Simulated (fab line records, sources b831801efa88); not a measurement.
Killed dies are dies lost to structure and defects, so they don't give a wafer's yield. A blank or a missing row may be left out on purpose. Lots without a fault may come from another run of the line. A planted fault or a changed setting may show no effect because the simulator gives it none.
fab line records | flow sky130
record lots=11 wafers=33 last_day=50
route steps=708 shown VIA1@478 METAL2@485 PAD_OPEN@708
lots that met no fault: from a run of the same line without faults
start_h: hours from the record's first day to the start of the lot's first wafer shown | wait_h: hours since the lot's step before | " the same as in the row above | L1.1+2: a row that stands for several wafers | - no value, or no start given | * or withheld: withheld | < > ~ a bound
route shown NAME@n: a module of which the file shows steps, and the number in the route of the first | usual: mean/standard deviation of fault-free wafers | same: alike in all rows | chamber/n: place in a boat | sites: the reading at each site | _std_site: their standard deviation | _edge_site: outer sites' mean less inner sites' | radius_mm: how far each site lies from the wafer's centre | mask NAME#n: copy n | behind: the tool/chamber that last shaped the wafer | hold: why the lot was held/for how many hours/how that ended | device: the transistor (n, p or np) that didn't switch | end of line: the same wafers' tests at the end of the route | a step without rows: its recipe alone | killed: dies lost to structure and defects at the first sort, not the wafer's yield | map: a wafer's dies, x killed, . not, _ none there
set.NAME: the setting as run; set.NAME@STEP: as run at that earlier step | model.NAME: the simulator's own value behind a step, which no gauge read
steps of the route over a sample of lots; a table a step, a row a wafer
services: from which hour (start_h, from the record's first day; less than 0 if before it) a tool's chamber was out of use, for how many hours, and why
## steps
# step SKY_VIA1_SPUTTER_20
# recipe material=TiN target_thk_nm=20 chamber_pressure_pa=5 power_w=4000 time_s=80
# usual throttle_valve_pct=29.8/1.1
# columns lot.wafer tool chamber start_h wait_h throttle_valve_pct
L415.3 pvd_sputter-03 - 797.77 0.0 29.1
L415.4 " - " " 28.7
L415.6 " - " " 28.9
L416.2 pvd_sputter-01 - 802.68 0.0 29.9
L416.3 " - " " 28.5
L416.5 " - " " 30.1
L417.2 pvd_sputter-02 - 807.47 0.0 31.1
L417.4 " - " " 30.4
L417.6 " - " " 28.6
L425.1 pvd_sputter-01 - 865.07 0.0 29.9
L425.4 " - " " 28.6
L425.6 " - " " 28.8
L428.1 pvd_sputter-02 - 896.63 0.0 32.3
L428.2 " - " " 29.0
L428.3 " - " " 31.1
L429.1 pvd_sputter-03 - 898.47 0.0 29.0
L429.4 " - " " 30.3
L429.6 " - " " 29.8
L431.1 pvd_sputter-02 - 911.68 0.0 31.2
L431.2 " - " " 30.5
L431.5 " - " " 31.7
L432.1 pvd_sputter-03 - 922.27 0.0 30.2
L432.2 " - " " 28.8
L432.3 " - " " 29.1
L435.2 pvd_sputter-02 - 938.62 0.0 28.9
L435.3 " - " " 31.0
L435.4 " - " " 30.4
L436.1 pvd_sputter-02 - 947.59 0.0 30.9
L436.3 " - " " 28.6
L436.4 " - " " 32.5
L438.1 pvd_sputter-02 - 958.90 0.0 30.6
L438.5 " - " " 29.1
L438.6 " - " " 31.1
# step SKY_METAL2_SPUTTER_02
# recipe material=AlCu target_thk_nm=250 power_w=10600 time_s=13.3 chamber_pressure_pa=0.4
# usual throttle_valve_pct=29.8/0.9
# columns lot.wafer tool chamber start_h wait_h throttle_valve_pct
L415.3 pvd_sputter-01 - 798.45 0.0 28.7
L415.4 " - " " 29.0
L415.6 " - " " 30.2
L416.2 pvd_sputter-02 - 803.36 0.0 31.4
L416.3 " - " " 28.8
L416.5 " - " " 30.3
L417.2 pvd_sputter-04 - 808.15 0.0 29.7
L417.4 " - " " 30.3
L417.6 " - " " 30.2
L425.1 pvd_sputter-04 - 865.75 0.0 29.3
L425.4 " - " " 29.6
L425.6 " - " " 30.5
L428.1 pvd_sputter-01 - 897.32 0.0 28.9
L428.2 " - " " 30.0
L428.3 " - " " 30.0
L429.1 pvd_sputter-04 - 899.15 0.0 30.5
L429.4 " - " " 29.7
L429.6 " - " " 29.8
L431.1 pvd_sputter-01 - 912.46 0.0 30.3
L431.2 " - " " 30.1
L431.5 " - " " 30.3
L432.1 pvd_sputter-02 - 923.31 0.0 32.2
L432.2 " - " " 28.6
L432.3 " - " " 30.1
L435.2 pvd_sputter-01 - 939.30 0.0 29.2
L435.3 " - " " 28.3
L435.4 " - " " 29.9
L436.1 pvd_sputter-04 - 948.28 0.0 29.0
L436.3 " - " " 30.4
L436.4 " - " " 29.6
L438.1 pvd_sputter-04 - 959.71 0.0 29.8
L438.5 " - " " 30.5
L438.6 " - " " 29.4
# step SKY_METAL2_COAT_10
# recipe resist=KrF-thick spin_rpm=3000 resist_thk_nm=450
# usual resist_line_temp_C=23.02/0.11 spin_speed_rpm=2999.7/2
# columns lot.wafer tool chamber start_h wait_h resist_line_temp_C spin_speed_rpm
L415.3 litho_track-04 0 811 - 23.05 3000.2
L415.4 " 0 " " 23.17 3004.9
L415.6 " 0 " " 23.09 3002.4
L416.2 litho_track-03 0 816 - 22.89 2998.5
L416.3 " 0 " " 22.89 2999.2
L416.5 " 0 " " 22.89 2999.8
L417.2 litho_track-03 0 822 - 23.18 3002.0
L417.4 " 0 " " 23.02 3001.2
L417.6 " 0 " " 23.03 2997.6
L425.1 litho_track-01 0 878 - 23.09 3003.2
L425.4 " 0 " " 22.89 2998.9
L425.6 " 0 " " 23.09 3002.5
L428.1 litho_track-01 0 910 - 22.89 2829.0
L428.2 " 0 " " 22.92 2826.6
L428.3 " 0 " " 22.79 2824.8
L429.1 litho_track-01 0 911 - 23.03 2827.4
L429.4 " 0 " " 23.02 2833.5
L429.6 " 0 912 - 23.03 2830.9
L431.1 litho_track-03 0 923 - 23.05 2998.8
L431.2 " 0 924 - 23.13 3000.8
L431.5 " 0 " " 23.00 2998.8
L432.1 litho_track-04 0 934 - 22.88 3001.3
L432.2 " 0 935 - 22.93 3000.4
L432.3 " 0 " " 22.89 3001.7
L435.2 litho_track-03 0 951 - 22.92 2999.8
L435.3 " 0 " " 23.09 3000.2
L435.4 " 0 " " 23.26 2996.4
L436.1 litho_track-04 0 959 - 23.07 3003.9
L436.3 " 0 " " 22.91 3001.1
L436.4 " 0 960 - 22.93 3000.9
L438.1 litho_track-04 0 971 - 22.98 2999.8
L438.5 " 0 " " 23.19 3001.3
L438.6 " 0 " " 23.08 2997.8
# step SKY_METAL2_METAL_ETCH_19
# recipe target_depth_a=3600 stop_on=SiO2 over_etch_frac=0.3 time_s=78 chemistry=Cl2/BCl3 resist_sidewall_deg=88 pressure_mtorr=10 icp_w=900 bias_w=48.5 Cl2_flow_sccm=60 bcl3_flow_sccm=30
# usual drypump_motor_current_A=6.05/0.26 oes_product_au=0.855/0.0046 throttle_valve_pct=22.265/0.0098
# columns lot.wafer tool chamber start_h wait_h drypump_motor_current_A oes_product_au rf_hours_counter_h throttle_valve_pct
L415.3 rie_metal-01 0 825.26 0.1 6.12 0.858 - 22.261
L415.4 " 1 " " 6.55 0.859 - 22.269
L415.6 " 0 " " 6.11 0.850 - 22.268
L416.2 rie_metal-04 0 830.04 0.0 5.87 0.859 8 22.262
L416.3 " 0 " " 5.86 0.860 - 22.258
L416.5 " 1 " " 5.77 0.862 - 22.259
L417.2 rie_metal-04 0 835.48 0.0 5.86 0.856 8 22.248
L417.4 " 0 " " 5.86 0.849 - 22.253
L417.6 " 1 " " 5.80 0.851 - 22.269
L425.1 rie_metal-01 1 892.10 0.0 6.52 0.855 5 22.269
L425.4 " 1 " " 6.55 0.854 - 22.256
L425.6 " 1 " " 6.55 0.862 - 22.257
L428.1 rie_metal-02 1 923.05 0.0 6.27 0.852 1 22.260
L428.2 " 0 " " 6.01 0.851 18 22.258
L428.3 " 0 " " 6.06 0.855 - 22.262
L429.1 rie_metal-04 1 923.70 0.0 5.78 0.860 1 22.257
L429.4 " 0 " " 5.84 0.846 - 22.263
L429.6 " 1 " " 5.77 0.857 - 22.272
L431.1 rie_metal-01 1 936.19 0.1 6.55 0.855 8 22.242
L431.2 " 1 " " 6.54 0.854 - 22.267
L431.5 " 1 " " 6.56 0.857 - 22.261
L432.1 rie_metal-02 0 947.35 0.0 6.06 0.856 19 22.263
L432.2 " 1 " " 6.26 0.863 3 22.266
L432.3 " 1 " " 6.24 0.863 - 22.250
L435.2 rie_metal-04 0 963.74 0.0 5.86 0.853 14 22.280
L435.3 " 0 " " 5.87 0.856 - 22.278
L435.4 " 1 " " 5.79 0.860 - 22.265
L436.1 rie_metal-02 0 972.74 0.0 6.03 0.849 20 22.258
L436.3 " 0 " " 6.03 0.846 - 22.261
L436.4 " 1 " " 6.23 0.861 - 22.262
L438.1 rie_metal-04 0 983.89 0.0 5.88 0.856 15 22.266
L438.5 " 1 " " 5.78 0.853 - 22.255
L438.6 " 0 " " 5.86 0.861 - 22.277
# step SKY_METAL2_STRIP_20
# recipe chemistry=O2/N2 power_w=1400 pressure_mtorr=1500 platen_temp_c=withheld o2_flow_sccm=3000 n2_flow_sccm=300 overash_fraction=0.5
# usual drypump_motor_current_A=5.72/0.3 oes_product_au=0.343/0.0048 strip_time_to_endpoint_s=2.70/0.033
# columns lot.wafer tool chamber start_h wait_h drypump_motor_current_A oes_product_au rf_hours_counter_h strip_time_to_endpoint_s
L415.3 plasma_asher-01 0 825.35 0.1 6.14 0.340 - 2.72
L415.4 " 1 " " 5.89 0.351 - 2.67
L415.6 " 1 " " 5.91 0.337 - 2.66
L416.2 plasma_asher-03 0 830.13 0.1 5.25 0.335 97 2.69
L416.3 " 0 " " 5.31 0.342 - 2.72
L416.5 " 0 " " 5.29 0.348 - 2.73
L417.2 plasma_asher-04 0 835.57 0.1 5.75 0.346 69 2.65
L417.4 " 1 " " 5.75 0.337 - 2.65
L417.6 " 1 " " 5.75 0.339 - 2.66
L425.1 plasma_asher-03 1 892.19 0.1 5.21 0.347 103 2.72
L425.4 " 0 " " 5.29 0.340 - 2.71
L425.6 " 1 " " 5.19 0.341 - 2.71
L428.1 plasma_asher-04 0 923.14 0.1 5.77 0.343 78 2.81
L428.2 " 1 " " 5.73 0.364 78 2.83
L428.3 " 1 " " 5.73 0.345 - 2.83
L429.1 plasma_asher-03 1 923.79 0.1 5.20 0.343 107 2.86
L429.4 " 0 " " 5.28 0.344 - 2.86
L429.6 " 0 " " 5.29 0.342 - 2.86
L431.1 plasma_asher-04 1 936.37 0.1 5.79 0.341 79 2.70
L431.2 " 0 " " 5.75 0.344 79 2.71
L431.5 " 0 " " 5.75 0.349 - 2.70
L432.1 plasma_asher-01 1 947.44 0.1 5.92 0.347 50 2.71
L432.2 " 0 " " 6.11 0.340 50 2.70
L432.3 " 0 " " 6.13 0.355 - 2.69
L435.2 plasma_asher-04 1 963.83 0.1 5.76 0.343 82 2.70
L435.3 " 0 " " 5.76 0.355 - 2.72
L435.4 " 1 " " 5.75 0.349 - 2.75
L436.1 plasma_asher-04 1 972.83 0.1 5.76 0.347 83 2.71
L436.3 " 1 " " 5.73 0.342 - 2.73
L436.4 " 0 " " 5.74 0.343 - 2.68
L438.1 plasma_asher-01 0 983.98 0.1 6.11 0.342 54 2.65
L438.5 " 1 " " 5.90 0.346 - 2.69
L438.6 " 0 " " 6.11 0.353 - 2.65
# step SKY_PAD_OPEN_PROBE_99
# usual defect_limited_yield=82.2/2.1 killed_at_M0_to_M3=43/8 killed_at_M4_up=2.9/1.6 killed_at_contacts=26/5.2 killed_at_front_end=15/4.3 killed_at_other=0.3/0.56 killed_dies=87/10 killed_on_rim=17/3.7 killed_open=48/6.9 killed_short=40/6.5 sort_bin_3_pad_short=0.9/0.36 sort_bin_5_function=10.5/1.5 sort_bin_6_memory=6.4/1.3 sort_n_pass=405/10 sort_yield_pct=82.2/2.1
# same gross_dies=492 killed_at_back_side=0 sort_bin_4_leakage[%]=0 sort_bin_8_speed[%]=0
# columns lot.wafer tool chamber start_h wait_h defect_limited_yield[%] killed_at_M0_to_M3 killed_at_M4_up killed_at_contacts killed_at_front_end killed_at_other killed_dies killed_on_rim killed_open killed_short sort_bin_3_pad_short[%] sort_bin_5_function[%] sort_bin_6_memory[%] sort_n_pass sort_yield_pct[%]
L415.3 prober-02 - 1080.15 0.2 85.0 32 3 27 12 0 74 17 43 31 0.8 7.9 6.3 418 85.0
L415.4 prober-02 - 1080.20 0.2 84.3 36 2 30 8 1 77 17 37 40 0.8 10.0 4.9 415 84.3
L415.6 prober-02 - 1080.30 0.2 82.3 44 5 27 10 1 87 18 56 31 0.8 11.2 5.7 405 82.3
L416.2 prober-01 - 1084.07 0.1 86.2 26 5 21 16 0 68 12 38 30 1.0 7.9 4.9 424 86.2
L416.3 prober-01 - 1084.12 0.2 79.7 58 3 28 11 0 100 17 52 48 1.2 11.8 7.3 392 79.7
L416.5 prober-01 - 1084.22 0.2 80.3 53 3 21 20 0 97 18 59 38 1.0 11.6 7.1 395 80.3
L417.2 prober-02 - 1087.55 0.1 80.9 43 2 28 21 0 94 17 47 47 1.2 12.4 5.5 398 80.9
L417.4 prober-02 - 1087.65 0.2 79.3 45 1 35 20 1 102 15 58 44 1.2 11.0 8.5 390 79.3
L417.6 prober-02 - 1087.75 0.2 83.9 41 1 22 14 1 79 15 44 35 0.4 10.8 4.9 413 83.9
L425.1 prober-01 - 1129.71 0.1 79.3 55 2 32 13 0 102 18 57 45 1.0 12.2 7.5 390 79.3
L425.4 prober-01 - 1129.86 0.2 83.7 54 4 10 12 0 80 18 48 32 1.2 9.1 5.9 412 83.7
L425.6 prober-01 - 1129.96 0.2 80.3 63 2 20 12 0 97 22 50 47 0.8 11.8 7.1 395 80.3
L428.1 prober-02 - 1154.59 0.1 83.9 37 4 23 15 0 79 14 40 39 0.8 10.4 4.9 413 83.9
L428.2 prober-02 - 1154.64 0.1 84.3 40 2 23 12 0 77 14 44 33 0.6 8.7 6.3 415 84.3
L428.3 prober-02 - 1154.69 0.2 85.4 36 1 19 16 0 72 17 39 33 0.6 9.1 4.9 420 85.4
L429.1 prober-02 - 1154.89 0.3 82.3 46 3 21 17 0 87 17 45 42 0.4 10.2 7.1 405 82.3
L429.4 prober-02 - 1155.04 0.4 84.3 36 3 24 13 1 77 12 39 38 1.2 9.6 4.9 415 84.3
L429.6 prober-02 - 1155.14 0.4 79.9 42 4 34 19 0 99 20 50 49 1.0 10.6 8.5 393 79.9
L431.1 prober-01 - 1164.75 0.1 82.9 45 6 24 9 0 84 21 54 30 0.4 9.3 7.3 408 82.9
L431.2 prober-01 - 1164.80 0.1 85.4 39 2 20 11 0 72 16 39 33 0.4 10.4 3.9 420 85.4
L431.5 prober-01 - 1164.95 0.2 79.1 58 2 26 17 0 103 23 48 55 1.2 11.2 8.5 389 79.1
L432.1 prober-02 - 1171.62 0.1 84.3 34 2 25 16 0 77 10 50 27 0.8 10.4 4.5 415 84.3
L432.2 prober-02 - 1171.67 0.1 82.1 33 5 36 12 2 88 18 40 48 1.4 9.8 6.7 404 82.1
L432.3 prober-02 - 1171.72 0.2 82.5 44 2 27 13 0 86 9 49 37 0.6 10.2 6.7 406 82.5
L435.2 prober-01 - 1182.73 0.1 82.1 46 0 23 19 0 88 12 44 44 0.8 11.8 5.3 404 82.1
L435.3 prober-01 - 1182.78 0.2 83.3 48 3 16 15 0 82 14 47 35 1.6 9.6 5.5 410 83.3
L435.4 prober-01 - 1182.83 0.2 81.7 46 6 24 14 0 90 18 47 43 1.0 10.2 7.1 402 81.7
L436.1 prober-02 - 1188.11 0.1 80.9 48 7 20 19 0 94 20 44 50 1.4 10.0 7.7 398 80.9
L436.3 prober-02 - 1188.21 0.2 84.6 38 2 17 19 0 76 13 40 36 1.0 8.9 5.5 416 84.6
L436.4 prober-02 - 1188.26 0.2 83.7 38 2 23 15 2 80 14 52 28 0.2 9.3 6.7 412 83.7
L438.1 prober-02 - 1197.91 0.1 84.6 42 5 22 7 0 76 13 41 35 0.4 9.1 5.9 416 84.6
L438.5 prober-02 - 1198.11 0.2 80.9 46 1 34 13 0 94 25 64 30 0.6 11.4 7.1 398 80.9
L438.6 prober-02 - 1198.16 0.2 85.8 33 2 28 7 0 70 19 43 27 0.6 8.5 5.1 422 85.8
# killed by level:class
L415.3 CONTACT:geometric_particle:open=12 LI_CONTACT:geometric_particle:open=9 VIA2:geometric_particle:open=8 METAL1:geometric_particle:short=5 POLY_GATE:geometric_particle:short=4 METAL3:geometric_particle:short=4 POLY_CUT:geometric_particle:open=3 CONTACT:geometric_particle:short=3
L415.4 LI_CONTACT:geometric_particle:open=10 CONTACT:geometric_particle:open=7 CONTACT:geometric_particle:short=7 METAL1:geometric_particle:short=6 VIA1:geometric_particle:open=6 METAL2:geometric_particle:short=6 LOCAL_INTERCONNECT:geometric_particle:short=3 VIA2:geometric_particle:short=3
L415.6 VIA1:geometric_particle:open=14 CONTACT:geometric_particle:open=10 LI_CONTACT:geometric_particle:open=7 FIELD_ISO:geometric_particle:open=6 VIA2:geometric_particle:open=6 LOCAL_INTERCONNECT:geometric_particle:short=5 VIA3:geometric_particle:open=4 VIA1:geometric_particle:short=4
L416.2 CONTACT:geometric_particle:open=10 LI_CONTACT:geometric_particle:open=6 METAL1:geometric_particle:short=6 FIELD_ISO:geometric_particle:open=5 VIA2:geometric_particle:open=4 METAL4:geometric_particle:short=4 POLY_GATE:geometric_particle:open=3 SPACER:geometric_particle:open=3
L416.3 VIA3:geometric_particle:open=14 METAL1:geometric_particle:short=10 CONTACT:geometric_particle:open=9 LI_CONTACT:geometric_particle:open=7 VIA1:geometric_particle:open=7 FIELD_ISO:geometric_particle:short=6 VIA1:geometric_particle:short=6 METAL2:geometric_particle:short=5
L416.5 VIA1:geometric_particle:open=15 LI_CONTACT:geometric_particle:open=8 VIA3:geometric_particle:open=8 VIA2:geometric_particle:open=7 POLY_GATE:geometric_particle:open=5 CONTACT:geometric_particle:open=5 METAL1:geometric_particle:short=5 VIA1:geometric_particle:short=5
L417.2 VIA1:geometric_particle:open=13 CONTACT:geometric_particle:open=9 LOCAL_INTERCONNECT:geometric_particle:short=7 METAL2:geometric_particle:short=6 FIELD_ISO:geometric_particle:open=5 FIELD_ISO:geometric_particle:short=5 POLY_GATE:geometric_particle:short=5 METAL1:geometric_particle:short=4
L417.4 CONTACT:geometric_particle:open=15 LI_CONTACT:geometric_particle:open=9 VIA1:geometric_particle:open=9 METAL2:geometric_particle:short=7 FIELD_ISO:geometric_particle:short=5 VIA2:geometric_particle:open=5 LOCAL_INTERCONNECT:geometric_particle:short=5 VIA3:geometric_particle:open=5
L417.6 VIA1:geometric_particle:open=9 VIA1:geometric_particle:short=8 VIA2:geometric_particle:open=7 CONTACT:geometric_particle:open=6 FIELD_ISO:geometric_particle:open=5 LI_CONTACT:geometric_particle:open=5 METAL1:geometric_particle:short=5 LOCAL_INTERCONNECT:geometric_particle:short=4
L425.1 CONTACT:geometric_particle:open=16 VIA1:geometric_particle:open=14 CONTACT:geometric_particle:short=10 METAL2:geometric_particle:short=10 VIA2:geometric_particle:open=8 VIA3:geometric_particle:open=6 FIELD_ISO:geometric_particle:open=4 POLY_GATE:geometric_particle:short=4
L425.4 VIA1:geometric_particle:open=14 VIA3:geometric_particle:open=11 METAL2:geometric_particle:short=8 CONTACT:geometric_particle:open=5 VIA1:geometric_particle:short=5 VIA2:geometric_particle:open=5 FIELD_ISO:geometric_particle:open=4 METAL1:geometric_particle:short=4
L425.6 VIA1:geometric_particle:open=13 VIA3:geometric_particle:open=11 METAL2:geometric_particle:short=10 CONTACT:geometric_particle:open=6 METAL1:geometric_particle:short=6 LI_CONTACT:geometric_particle:open=5 VIA1:geometric_particle:short=5 METAL3:geometric_particle:short=5
L428.1 CONTACT:geometric_particle:open=11 VIA3:geometric_particle:open=7 METAL1:geometric_particle:short=7 VIA1:geometric_particle:open=6 FIELD_ISO:geometric_particle:short=4 VIA2:geometric_particle:open=4 FIELD_ISO:geometric_particle:open=3 LI_CONTACT:geometric_particle:open=3
L428.2 VIA1:geometric_particle:open=14 CONTACT:geometric_particle:open=8 METAL1:geometric_particle:short=7 LI_CONTACT:geometric_particle:open=6 VIA2:geometric_particle:open=6 CONTACT:geometric_particle:short=5 VIA3:geometric_particle:open=5 FIELD_ISO:geometric_particle:short=4
L428.3 VIA1:geometric_particle:open=9 CONTACT:geometric_particle:open=7 VIA3:geometric_particle:open=7 METAL2:geometric_particle:short=6 LOCAL_INTERCONNECT:geometric_particle:short=5 FIELD_ISO:geometric_particle:short=4 LI_CONTACT:geometric_particle:open=4 POLY_GATE:geometric_particle:short=3
L429.1 VIA1:geometric_particle:open=11 METAL2:geometric_particle:short=10 LI_CONTACT:geometric_particle:open=9 METAL1:geometric_particle:short=6 CONTACT:geometric_particle:open=6 FIELD_ISO:geometric_particle:short=5 VIA3:geometric_particle:open=5 FIELD_ISO:geometric_particle:open=4
L429.4 VIA2:geometric_particle:open=7 LI_CONTACT:geometric_particle:open=6 VIA1:geometric_particle:open=6 CONTACT:geometric_particle:open=6 METAL1:geometric_particle:short=6 FIELD_ISO:geometric_particle:short=5 LOCAL_INTERCONNECT:geometric_particle:short=5 CONTACT:geometric_particle:short=4
L429.6 CONTACT:geometric_particle:open=10 METAL1:geometric_particle:short=9 POLY_GATE:geometric_particle:short=8 VIA2:geometric_particle:open=8 VIA1:geometric_particle:open=8 LOCAL_INTERCONNECT:geometric_particle:short=7 VIA3:geometric_particle:open=6 LI_CONTACT:geometric_particle:open=5
L431.1 VIA1:geometric_particle:open=13 CONTACT:geometric_particle:open=10 VIA3:geometric_particle:open=7 LI_CONTACT:geometric_particle:open=6 VIA1:geometric_particle:short=6 VIA2:geometric_particle:open=5 METAL2:geometric_particle:short=4 CONTACT:geometric_particle:short=3
L431.2 VIA1:geometric_particle:open=14 CONTACT:geometric_particle:open=10 POLY_GATE:geometric_particle:short=5 METAL1:geometric_particle:short=5 VIA2:geometric_particle:open=5 LOCAL_INTERCONNECT:geometric_particle:short=4 CONTACT:geometric_particle:short=4 VIA3:geometric_particle:open=4
L431.5 VIA1:geometric_particle:open=11 VIA1:geometric_particle:short=11 METAL1:geometric_particle:short=10 VIA3:geometric_particle:open=8 LI_CONTACT:geometric_particle:open=8 METAL2:geometric_particle:short=7 CONTACT:geometric_particle:short=6 POLY_GATE:geometric_particle:short=4
L432.1 LI_CONTACT:geometric_particle:open=10 CONTACT:geometric_particle:open=8 VIA1:geometric_particle:open=8 VIA2:geometric_particle:open=6 VIA3:geometric_particle:open=5 FIELD_ISO:geometric_particle:open=3 POLY_GATE:geometric_particle:open=3 METAL2:geometric_particle:short=3
L432.2 CONTACT:geometric_particle:open=15 CONTACT:geometric_particle:short=8 VIA1:geometric_particle:open=8 VIA1:geometric_particle:short=6 FIELD_ISO:geometric_particle:short=5 LOCAL_INTERCONNECT:geometric_particle:short=5 METAL2:geometric_particle:short=5 POLY_GATE:geometric_particle:short=4
L432.3 CONTACT:geometric_particle:open=12 VIA2:geometric_particle:open=9 VIA1:geometric_particle:open=7 LI_CONTACT:geometric_particle:open=6 LOCAL_INTERCONNECT:geometric_particle:short=5 VIA1:geometric_particle:short=5 VIA3:geometric_particle:short=5 METAL1:geometric_particle:short=4
L435.2 VIA1:geometric_particle:open=14 VIA1:geometric_particle:short=8 LI_CONTACT:geometric_particle:open=7 CONTACT:geometric_particle:short=6 CONTACT:geometric_particle:open=6 FIELD_ISO:geometric_particle:short=5 FIELD_ISO:geometric_particle:open=5 POLY_GATE:geometric_particle:short=4
L435.3 VIA1:geometric_particle:open=18 VIA3:geometric_particle:open=8 VIA1:geometric_particle:short=7 FIELD_ISO:geometric_particle:short=6 CONTACT:geometric_particle:open=6 FIELD_ISO:geometric_particle:open=5 LI_CONTACT:geometric_particle:open=5 METAL2:geometric_particle:short=4
L435.4 VIA1:geometric_particle:open=12 VIA2:geometric_particle:open=10 CONTACT:geometric_particle:open=8 LOCAL_INTERCONNECT:geometric_particle:short=7 METAL2:geometric_particle:short=6 POLY_GATE:geometric_particle:open=5 METAL1:geometric_particle:short=5 LI_CONTACT:geometric_particle:open=4
L436.1 VIA1:geometric_particle:open=9 VIA2:geometric_particle:open=7 CONTACT:geometric_particle:open=7 METAL2:geometric_particle:short=7 VIA3:geometric_particle:short=7 LI_CONTACT:geometric_particle:open=6 METAL4:geometric_particle:short=6 METAL1:geometric_particle:short=5
L436.3 METAL1:geometric_particle:short=8 VIA1:geometric_particle:open=7 CONTACT:geometric_particle:open=7 FIELD_ISO:geometric_particle:short=6 SPACER:geometric_particle:open=6 VIA1:geometric_particle:short=6 VIA2:geometric_particle:open=5 FIELD_ISO:geometric_particle:open=3
L436.4 VIA1:geometric_particle:open=11 CONTACT:geometric_particle:open=10 VIA2:geometric_particle:open=8 VIA3:geometric_particle:open=8 LI_CONTACT:geometric_particle:open=6 FIELD_ISO:geometric_particle:short=4 POLY_GATE:geometric_particle:short=4 LOCAL_INTERCONNECT:geometric_particle:short=4
L438.1 CONTACT:geometric_particle:open=11 VIA1:geometric_particle:open=10 VIA1:geometric_particle:short=6 VIA2:geometric_particle:open=6 METAL2:geometric_particle:short=5 LI_CONTACT:geometric_particle:open=4 LI_CONTACT:geometric_particle:short=3 METAL3:geometric_particle:short=3
L438.5 CONTACT:geometric_particle:open=15 VIA2:geometric_particle:open=10 LI_CONTACT:geometric_particle:open=10 VIA1:geometric_particle:open=10 METAL3:geometric_particle:short=5 FIELD_ISO:geometric_particle:open=4 FIELD_ISO:geometric_particle:short=4 VIA2:geometric_particle:short=4
L438.6 VIA1:geometric_particle:open=12 CONTACT:geometric_particle:open=9 LI_CONTACT:geometric_particle:open=7 CONTACT:geometric_particle:short=7 VIA3:geometric_particle:open=5 METAL2:geometric_particle:short=4 FIELD_ISO:geometric_particle:open=3 LI_CONTACT:geometric_particle:short=3
## services
# columns tool chamber start_h hours kind
rie_metal-02 - 779.44 0.2 repair
plasma_asher-01 - 780.62 1.8 repair
rie_metal-01 0 781.30 1.6 repair
pvd_sputter-01 1 807.19 - consumable_replace:kit
pvd_sputter-01 1 807.19 18.0 scheduled_down
pvd_sputter-01 1 807.19 18.0 vent_cycle
plasma_asher-01 - 827.25 6.1 repair
plasma_asher-04 - 847.99 2.8 pm
pvd_sputter-04 - 849.85 2.1 repair
pvd_sputter-03 - 870.84 1.2 repair
plasma_asher-01 - 877.75 2.8 pm
rie_metal-01 1 897.80 8.6 repair
rie_metal-01 0 898.06 2.3 repair
plasma_asher-01 - 911.88 0.8 repair
plasma_asher-01 - 914.94 16.5 repair
plasma_asher-01 - 917.33 0.3 repair
pvd_sputter-02 - 941.63 1.3 repair
rie_metal-01 - 954.52 0.3 repair
pvd_sputter-01 0 967.02 - consumable_replace:kit
pvd_sputter-01 0 967.02 18.0 scheduled_down
pvd_sputter-01 0 967.02 18.0 vent_cycle
pvd_sputter-01 - 967.80 4.0 repair
rie_metal-02 1 973.83 2.1 repair
pvd_sputter-04 - 975.84 3.6 repair
## key
first_sign step=SKY_METAL2_COAT_10 reading=spin_speed_rpm direction=down sigmas=84 usual=2999.7 struck=2828.7
effect step=SKY_METAL2_STRIP_20 reading=strip_time_to_endpoint_s direction=up sigmas=4.3 usual=* struck=*
met_at SKY_METAL2_COAT_10
struck_lots L428,L429
not_acting_at SKY_VIA1_SPUTTER_20,SKY_METAL2_SPUTTER_02,SKY_METAL2_METAL_ETCH_19
onset_between 878 910
fault kind=process_parameter_drift tool=litho_track-01 chamber=- onset_h=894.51 steps=SKY_METAL2_COAT_10 channel=spin_rpm offset=-172.73 shape=step end_h=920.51 acts_in=these_recipes_only stated=3000
